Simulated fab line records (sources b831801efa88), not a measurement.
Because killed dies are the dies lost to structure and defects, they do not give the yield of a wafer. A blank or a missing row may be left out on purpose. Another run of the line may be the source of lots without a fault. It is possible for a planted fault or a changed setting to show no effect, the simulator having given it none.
Comparing a struck lot with a sound one || flow sky130 || 37 steps out of a route of 708
Sound: the wafers L756.1, L756.4, L756.5. Wafers struck: L761.3, L761.4, L761.5. Last of all comes the cause.
At each step with rows: each side's tool, then ch and its chambers, then its first start. Under that, the readings that differ: sound wafers || struck wafers || difference of the means || sigmas: that difference in standard deviations of wafers without a fault.
alike: words and numbers the same on both sides, and readings whose means are apart by under 2 such deviations; not compared: readings that were withheld, readings missing a value for some wafer, numbers with overlapping values and no deviation given by the record, and bounds like >300 which may hide the same value.
The two part at a step that has a row with sigmas, a row that says differs or no value, or rows on one side only. Numbers that don't overlap but have no deviation are shown without sigmas and don't part them. A reading missing from all wafers of one side parts the sides only when that side holds two or more wafers.

first, 9 steps without rows for these wafers: SKY_VIA2_ETCH_14 (etches BARC in N2/H2, stops on SiO2, time 45.9 s, target depth 60 nm); SKY_VIA2_ETCH_15 (etches SiO2 in C4F8/O2/Ar, stops on TiN, target depth 546 nm, time 84 s); SKY_VIA2_STRIP_16 (strips in O2/N2); SKY_VIA2_STRIP_17 (strips in post etch residue remover, time 1200 s); SKY_VIA2_CLEAN_18 (cleans in IPA, time 180 s); SKY_VIA2_CLEAN_19 (cleans in O3/DIW); SKY_VIA2_SPUTTER_20 (material TiN, target thk 20 nm, time 80 s); SKY_VIA2_CVD_21 (deposits W, target thk 420 nm, time 126.4 s); SKY_VIA2_CMP_24 (polishes, stops on SiO2, t overpolish 20 s, target thk 0 nm).
SKY_METAL3_SPUTTER_00: material Ti, target thk 15 nm, time 10 s.
  struck on pvd-sputter-04, day 40 16:06; sound on pvd-sputter-01, day 38 17:40
  alike: chamber-pressure-pa, throttle-valve-pct
then, 25 steps without rows for these wafers: SKY_METAL3_SPUTTER_01 (material TiN, target thk 20 nm, time 16.7 s); SKY_METAL3_SPUTTER_02 (material AlCu, target thk 735 nm, time 39.1 s); SKY_METAL3_SPUTTER_03 (material Ti, target thk 5 nm, time 3.3 s); SKY_METAL3_SPUTTER_04 (material TiN, target thk 70 nm, time 58.3 s); SKY_CAPM_CVD_00 (deposits SiO2, target thk 15.5 nm); SKY_CAPM_SPUTTER_02 (material TiN, target thk 200 nm, time 166.7 s); SKY_CAPM_DEHYDRATE_05 (time 60 s); SKY_CAPM_HMDS_06 (prime time 60 s); SKY_CAPM_COAT_07 (resist thk 1140 nm); SKY_CAPM_SOFTBAKE_08 (time 60 s); SKY_CAPM_EXPOSE_09 (exposes mask CAPM, target cd 1000 nm); SKY_CAPM_PEB_10; SKY_CAPM_DEVELOP_11 (develop time 60 s); SKY_CAPM_METAL_ETCH_13 (etches TiN in Cl2/BCl3, stops on SiO2, target depth 220 nm, time 62.9 s); SKY_CAPM_STRIP_14 (strips in O2/N2); SKY_CAPM_STRIP_15 (strips in post etch residue remover, time 1200 s); SKY_CAPM_CLEAN_16 (cleans in IPA, time 180 s); SKY_CAPM_CLEAN_17 (cleans in O3/DIW); SKY_METAL3_DEHYDRATE_05 (time 60 s); SKY_METAL3_HMDS_06 (prime time 60 s); SKY_METAL3_COAT_07 (resist thk 60 nm); SKY_METAL3_COAT_08 (resist thk 1140 nm); SKY_METAL3_SOFTBAKE_09 (time 90 s); SKY_METAL3_EXPOSE_10 (exposes mask MM3, target cd 300 nm); SKY_METAL3_PEB_11.
-- the record jumps here: 2 days lie between the struck wafers' starts before and after --
SKY_METAL3_METAL_ETCH_18: etches the open film in Cl2/BCl3, stops on SiO2, target depth 845 nm, time 183.1 s.
  sound on rie-metal-03 ch 0,1, day 40 21:30; struck on rie-metal-04 ch 0,1, day 42 17:31
  alike: drypump-motor-current-A, oes-product-au, throttle-valve-pct
  not compared: rf-hours-counter-h, model.METAL3.feature-depth-nm, model.etch.depth-nm
-- the record jumps here: 6 days lie between the struck wafers' starts before and after (it left off in module METAL3 and takes up again in module PAD_OPEN, whose first step shown is number 708 of the route) --
SKY_PAD_OPEN_PROBE_99:
  the record has rows for the struck wafers here (prober-02, day 49 04:31) and none for the sound ones

WHERE THEY PART
SKY_PAD_OPEN_PROBE_99 only, going by this record.

WHY: what had been put in by the simulator
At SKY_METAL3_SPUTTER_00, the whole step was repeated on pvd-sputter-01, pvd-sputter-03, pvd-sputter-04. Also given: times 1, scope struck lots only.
